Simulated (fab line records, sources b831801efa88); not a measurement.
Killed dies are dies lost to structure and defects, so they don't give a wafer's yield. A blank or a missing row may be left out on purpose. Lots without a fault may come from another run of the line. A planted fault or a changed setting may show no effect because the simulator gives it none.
fab line records | flow sky130
record lots=13 wafers=38 last_day=51
route steps=708 shown CAP2M@615 METAL4@631 VIA4@656 PAD_OPEN@708
lots that met no fault: from a run of the same line without faults
start_h: hours from the record's first day to the start of the lot's first wafer shown | wait_h: hours since the lot's step before | " the same as in the row above | L1.1+2: a row that stands for several wafers | - no value, or no start given | * or withheld: withheld | < > ~ a bound
route shown NAME@n: a module of which the file shows steps, and the number in the route of the first | usual: mean/standard deviation of fault-free wafers | same: alike in all rows | chamber/n: place in a boat | sites: the reading at each site | _std_site: their standard deviation | _edge_site: outer sites' mean less inner sites' | radius_mm: how far each site lies from the wafer's centre | mask NAME#n: copy n | behind: the tool/chamber that last shaped the wafer | hold: why the lot was held/for how many hours/how that ended | device: the transistor (n, p or np) that didn't switch | end of line: the same wafers' tests at the end of the route | a step without rows: its recipe alone | killed: dies lost to structure and defects at the first sort, not the wafer's yield | map: a wafer's dies, x killed, . not, _ none there
set.NAME: the setting as run; set.NAME@STEP: as run at that earlier step | model.NAME: the simulator's own value behind a step, which no gauge read
steps of the route over a sample of lots; a table a step, a row a wafer
services: from which hour (start_h, from the record's first day; less than 0 if before it) a tool's chamber was out of use, for how many hours, and why
## steps
# step SKY_CAP2M_OVL_MEAS_12
# usual CAP2M_OVL=-0.2/1.6
# columns lot.wafer tool chamber start_h wait_h CAP2M_OVL[nm]
L179.1 overlay-01 - 941.30 0.1 -1.0
L179.2 " - " " -0.4
L179.4 " - " " 0.7
L183.2 overlay-02 - 980.80 0.1 0.1
L183.3 " - " " 1.0
L183.5 " - " " 0.1
L182.1 overlay-01 - 985.40 0.1 1.0
L182.4 " - " " 0.4
L182.5 " - " " -0.6
L184.1 overlay-01 - 1002.98 0.1 -0.5
L184.4 " - " " -2.2
L184.5 " - " " 1.5
L185.1 overlay-02 - 1017.80 0.1 -0.2
L185.4 " - " " 0.4
L185.6 " - " " 1.6
L189.3 overlay-01 - 1024.41 0.1 2.3
L189.4 " - " " 0.6
L189.6 " - " " 2.5
L192.1 overlay-02 - 1058.44 0.1 -1.5
L192.4 " - " " -2.5
L192.6 " - " " 0.9
L190.5 overlay-01 - 1062.42 0.0 1.9
L190.6 " - " " 2.7
L194.1 overlay-01 - 1066.89 0.1 1.5
L194.4 " - " " 1.9
L194.6 " - " " 1.5
L198.1 overlay-02 - 1080.43 0.1 -1.2
L198.5 " - " " -0.4
L198.6 " - " " -0.4
L199.1 overlay-02 - 1090.45 0.1 0.4
L199.3 " - " " -3.4
L199.4 " - " " -1.9
L201.1 overlay-01 - 1094.55 0.1 -0.9
L201.3 " - " " -0.1
L201.5 " - " " 1.2
L202.2 overlay-02 - 1106.56 0.1 -1.3
L202.5 " - " " -2.5
L202.6 " - " " -1.0
# step SKY_METAL4_DESCUM_15
# recipe chemistry=O2 source_power_w=150 bias_power_w=0 pressure_mtorr=10 temp_c=40 time_s=8
# usual drypump_motor_current_A=5.8/0.41 oes_product_au=1.000/0.0099
# columns lot.wafer tool chamber start_h wait_h drypump_motor_current_A oes_product_au rf_hours_counter_h
L179.1 rie_metal-01 1 966.37 0.0 5.2 0.992 7
L179.2 " 0 " " 5.9 0.989 10
L179.4 " 1 " " 5.2 1.001 -
L183.2 rie_metal-03 0 1004.02 0.0 6.5 1.003 19
L183.3 " 1 " " 5.7 1.010 -
L183.5 " 0 " " 6.5 0.997 -
L182.1 rie_metal-01 0 1009.89 0.0 5.9 0.990 13
L182.4 " 1 " " 5.2 0.993 -
L182.5 " 0 " " 5.9 0.984 -
L184.1 rie_metal-01 0 1026.47 0.0 5.9 0.991 14
L184.4 " 0 " " 5.9 0.985 -
L184.5 " 0 " " 5.9 0.987 -
L185.1 rie_metal-01 1 1041.20 0.0 5.2 0.993 11
L185.4 " 0 " " 5.9 0.991 -
L185.6 " 1 " " 5.2 0.989 -
L189.3 rie_metal-01 1 1047.60 0.0 5.2 1.007 -
L189.4 " 0 " " 5.9 0.992 -
L189.6 " 1 " " 5.2 0.993 -
L192.1 rie_metal-03 1 1080.29 0.0 5.7 1.000 7
L192.4 " 1 " " 5.7 0.999 -
L192.6 " 1 " " 5.7 1.006 -
L190.5 rie_metal-03 1 1083.90 0.0 5.7 1.002 -
L190.6 " 1 " " 5.7 1.006 -
L194.1 rie_metal-03 1 1088.89 0.0 5.7 1.010 8
L194.4 " 1 " " 5.7 1.010 -
L194.6 " 1 " " 5.7 0.998 -
L198.1 rie_metal-01 1 1102.09 0.0 5.2 1.004 15
L198.5 " 1 " " 5.2 1.006 -
L198.6 " 0 " " 5.9 0.993 -
L199.1 rie_metal-04 0 1111.61 0.0 5.8 1.014 12
L199.3 " 0 " " 5.9 1.017 -
L199.4 " 1 " " 6.5 1.001 -
L201.1 rie_metal-01 1 1115.16 0.0 5.2 1.006 16
L201.3 " 1 " " 5.2 1.002 -
L201.5 " 0 " " 5.9 0.984 -
L202.2 rie_metal-03 1 1127.39 0.0 5.7 0.996 12
L202.5 " 0 " " 6.5 0.994 -
L202.6 " 1 " " 5.7 0.997 -
# step SKY_METAL4_ETCH_17
# recipe target=SiO2 stop_on=TiN chemistry=C4F8/O2/Ar source_w=1500 bias_w=1200 pressure_mtorr=40 c4f8_flow_sccm=withheld O2_flow_sccm=6 Ar_flow_sccm=300 time_s=3.9 target_depth_a=150
# usual oes_product_au=0.752/0.0069
# columns lot.wafer tool chamber start_h wait_h oes_product_au rf_hours_counter_h
L179.1 rie_diel-04 1 966.50 0.1 0.750 14
L179.2 " 2 " " 0.748 20
L179.4 " 3 " " 0.752 9
L183.2 rie_diel-04 3 1004.15 0.1 0.746 11
L183.3 " 2 " " 0.750 21
L183.5 " 2 " " 0.756 -
L182.1 rie_diel-04 0 1010.02 0.1 0.743 14
L182.4 " 2 " " 0.751 21
L182.5 " 2 " " 0.753 -
L184.1 rie_diel-01 3 1026.60 0.1 0.742 12
L184.4 " 3 " " 0.753 -
L184.5 " 2 " " 0.760 -
L185.1 rie_diel-02 1 1041.34 0.1 0.746 23
L185.4 " 2 " " 0.762 14
L185.6 " 2 " " 0.762 -
L189.3 rie_diel-02 3 1047.72 0.0 0.753 18
L189.4 " 2 " " 0.758 15
L189.6 " 1 " " 0.753 -
L192.1 rie_diel-01 0 1080.55 0.2 0.736 1
L192.4 " 1 " " 0.755 9
L192.6 " 2 " " 0.747 -
L190.5 rie_diel-04 3 1084.13 0.0 0.757 -
L190.6 " 2 " " 0.761 -
L194.1 rie_diel-01 0 1089.15 0.2 0.759 1
L194.4 " 1 " " 0.763 9
L194.6 " 3 " " 0.746 -
L198.1 rie_diel-02 0 1102.22 0.1 0.749 9
L198.5 " 1 " " 0.758 -
L198.6 " 2 " " 0.747 -
L199.1 rie_diel-04 0 1111.74 0.1 0.740 17
L199.3 " 3 " " 0.756 15
L199.4 " 1 " " 0.755 20
L201.1 rie_diel-04 0 1115.29 0.1 0.759 17
L201.3 " 2 " " 0.746 25
L201.5 " 0 " " 0.757 -
L202.2 rie_diel-02 3 1127.52 0.1 0.752 20
L202.5 " 3 " " 0.764 -
L202.6 " 2 " " 0.757 -
# step SKY_VIA4_SPUTTER_17
# recipe material=TiN target_thk_nm=20 chamber_pressure_pa=5 power_w=4000 time_s=80
# usual throttle_valve_pct=29.7/1.1
# columns lot.wafer tool chamber start_h wait_h throttle_valve_pct
L179.1 pvd_sputter-03 - 991.58 0.0 30.8
L179.2 " - " " 27.6
L179.4 " - " " 28.6
L183.2 pvd_sputter-04 - 1028.82 0.0 30.2
L183.3 " - " " 29.8
L183.5 " - " " 29.6
L182.1 pvd_sputter-02 - 1034.78 0.0 29.0
L182.4 " - " " 29.6
L182.5 " - " " 31.2
L184.1 pvd_sputter-03 - 1051.55 0.0 28.7
L184.4 " - " " 27.4
L184.5 " - " " 28.8
L185.1 pvd_sputter-02 - 1063.40 0.0 29.5
L185.4 " - " " 31.5
L185.6 " - " " 29.7
L189.3 pvd_sputter-03 - 1070.18 0.0 30.9
L189.4 " - " " 31.1
L189.6 " - " " 30.5
L192.1 pvd_sputter-02 - 1102.52 0.0 31.4
L192.4 " - " " 29.9
L192.6 " - " " 29.1
L190.5 pvd_sputter-03 - 1106.63 0.0 30.7
L190.6 " - " " 28.9
L194.1 pvd_sputter-03 - 1111.02 0.0 30.9
L194.4 " - " " 27.5
L194.6 " - " " 27.7
L198.1 pvd_sputter-04 - 1123.68 0.0 29.1
L198.5 " - " " 29.9
L198.6 " - " " 28.4
L199.1 pvd_sputter-02 - 1133.46 0.0 29.5
L199.3 " - " " 31.2
L199.4 " - " " 30.3
L201.1 pvd_sputter-04 - 1137.32 0.0 28.8
L201.3 " - " " 29.5
L201.5 " - " " 29.6
L202.2 pvd_sputter-02 - 1148.04 0.0 28.7
L202.5 " - " " 30.7
L202.6 " - " " 31.4
# step SKY_PAD_OPEN_PROBE_99
# usual defect_limited_yield=82.4/2.1 killed_at_M0_to_M3=44/7.4 killed_at_M4_up=3.2/2 killed_at_contacts=24/5.1 killed_at_front_end=15/4.8 killed_at_other=0.2/0.46 killed_dies=86/10 killed_open=47/7.5 killed_short=39/7 sort_bin_3_pad_short=0.9/0.4 sort_bin_5_function=10.4/1.5 sort_bin_6_memory=6.3/1.2 sort_n_pass=406/10 sort_yield_pct=82.4/2.1
# same gross_dies=492 killed_at_back_side=0 sort_bin_4_leakage[%]=0 sort_bin_8_speed[%]=0
# columns lot.wafer tool chamber start_h wait_h defect_limited_yield[%] killed_at_M0_to_M3 killed_at_M4_up killed_at_contacts killed_at_front_end killed_at_other killed_dies killed_open killed_short sort_bin_3_pad_short[%] sort_bin_5_function[%] sort_bin_6_memory[%] sort_n_pass sort_yield_pct[%]
L190.5 prober-02 - 1167.49 0.2 77.4 35 41 21 14 0 111 37 32 1.8 14.4 6.3 381 77.4
L190.6 prober-02 - 1167.54 0.2 76.4 40 35 19 22 0 116 40 40 1.6 14.8 7.1 376 76.4
L194.1 prober-01 - 1172.58 0.1 76.2 41 37 18 21 0 117 47 35 1.0 14.6 8.1 375 76.2
L194.4 prober-01 - 1172.73 0.2 72.8 53 39 21 21 0 134 48 47 2.0 16.5 8.7 358 72.8
L194.6 prober-01 - 1172.83 0.2 79.1 36 44 13 10 0 103 39 24 2.0 13.2 5.7 389 79.1
L199.1 prober-01 - 1190.17 0.1 85.0 37 3 21 13 0 74 45 29 0.6 9.3 5.1 418 85.0
L199.3 prober-01 - 1190.27 0.2 84.1 52 1 14 11 0 78 43 35 0.6 10.6 4.7 414 84.1
L199.4 prober-01 - 1190.32 0.2 82.9 52 2 18 12 0 84 43 41 0.6 8.9 7.5 408 82.9
# killed by level:class
L190.5 VIA4:unspecified=41 VIA2:geometric_particle:open=9 FIELD_ISO:geometric_particle:open=7 LI_CONTACT:geometric_particle:open=7 METAL1:geometric_particle:short=7 VIA1:geometric_particle:open=5 METAL2:geometric_particle:short=5 LOCAL_INTERCONNECT:geometric_particle:short=4
L190.6 VIA4:unspecified=35 VIA1:geometric_particle:open=10 CONTACT:geometric_particle:open=8 METAL1:geometric_particle:short=7 CONTACT:geometric_particle:short=6 METAL2:geometric_particle:short=6 VIA1:geometric_particle:short=5 FIELD_ISO:geometric_particle:short=4
L194.1 VIA4:unspecified=35 VIA1:geometric_particle:open=9 LI_CONTACT:geometric_particle:open=7 POLY_GATE:geometric_particle:open=6 FIELD_ISO:geometric_particle:short=5 FIELD_ISO:geometric_particle:open=5 METAL1:geometric_particle:short=5 VIA2:geometric_particle:open=5
L194.4 VIA4:unspecified=39 VIA1:geometric_particle:open=16 METAL2:geometric_particle:short=7 LI_CONTACT:geometric_particle:open=7 FIELD_ISO:geometric_particle:open=6 VIA3:geometric_particle:open=5 CONTACT:geometric_particle:short=5 METAL1:geometric_particle:short=5
L194.6 VIA4:unspecified=40 VIA1:geometric_particle:open=10 CONTACT:geometric_particle:open=9 VIA3:geometric_particle:open=7 METAL1:geometric_particle:short=5 VIA2:geometric_particle:open=4 METAL2:geometric_particle:short=3 VIA2:geometric_particle:short=3
L199.1 VIA1:geometric_particle:open=11 LI_CONTACT:geometric_particle:open=7 CONTACT:geometric_particle:open=7 VIA3:geometric_particle:open=5 VIA1:geometric_particle:short=5 CONTACT:geometric_particle:short=4 FIELD_ISO:geometric_particle:open=3 METAL1:geometric_particle:short=3
L199.3 VIA1:geometric_particle:open=11 VIA3:geometric_particle:open=10 VIA1:geometric_particle:short=6 METAL1:geometric_particle:short=5 METAL3:geometric_particle:short=5 CONTACT:geometric_particle:open=5 FIELD_ISO:geometric_particle:open=4 LI_CONTACT:geometric_particle:open=4
L199.4 VIA3:geometric_particle:open=10 METAL1:geometric_particle:short=8 CONTACT:geometric_particle:open=7 VIA1:geometric_particle:short=7 VIA1:geometric_particle:open=6 VIA3:geometric_particle:short=6 LI_CONTACT:geometric_particle:open=5 VIA2:geometric_particle:open=5
## services
# columns tool chamber start_h hours kind
pvd_sputter-02 - 959.12 5.3 repair
rie_diel-01 - 974.72 14.6 pm
rie_diel-04 2 994.08 6.2 repair
pvd_sputter-02 0 998.63 - consumable_replace:kit
pvd_sputter-02 0 998.63 18.0 scheduled_down
pvd_sputter-02 0 998.63 18.0 vent_cycle
rie_diel-01 3 1006.96 6.3 repair
rie_diel-02 2 1014.51 4.0 repair
pvd_sputter-04 - 1017.32 0.9 repair
pvd_sputter-03 - 1044.63 1.0 repair
rie_metal-01 1 1047.91 1.8 repair
pvd_sputter-04 - 1060.28 27.0 repair
rie_diel-02 3 1073.81 6.2 repair
rie_metal-01 - 1074.03 2.8 pm
rie_diel-04 0 1075.78 6.2 repair
rie_metal-03 - 1084.44 2.8 pm
pvd_sputter-03 - 1095.03 0.6 repair
rie_metal-04 - 1096.20 4.3 pm
pvd_sputter-02 - 1110.58 10.9 repair
rie_diel-01 - 1115.16 0.2 repair
pvd_sputter-02 - 1123.22 4.9 repair
rie_diel-02 3 1129.41 3.9 repair
rie_diel-02 2 1133.10 6.2 repair
pvd_sputter-02 3 1141.25 - consumable_replace:kit
## key
first_sign step=SKY_PAD_OPEN_PROBE_99 reading=killed_at_M4_up direction=up sigmas=18 usual=3.2 struck=39.2
effect step=SKY_PAD_OPEN_PROBE_99 reading=defect_limited_yield direction=down sigmas=2.9 usual=82.4 struck=76.4
met_at SKY_VIA4_SPUTTER_17
struck_lots L190,L194
not_acting_at SKY_CAP2M_OVL_MEAS_12,SKY_METAL4_DESCUM_15,SKY_METAL4_ETCH_17
onset_between 1070.18 1106.63
fault kind=chamber_particle_source tool=pvd_sputter-03 chamber=- onset_h=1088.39 steps=SKY_VIA4_SPUTTER_17 rate_per_visit_cm2=0.47553 end_h=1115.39
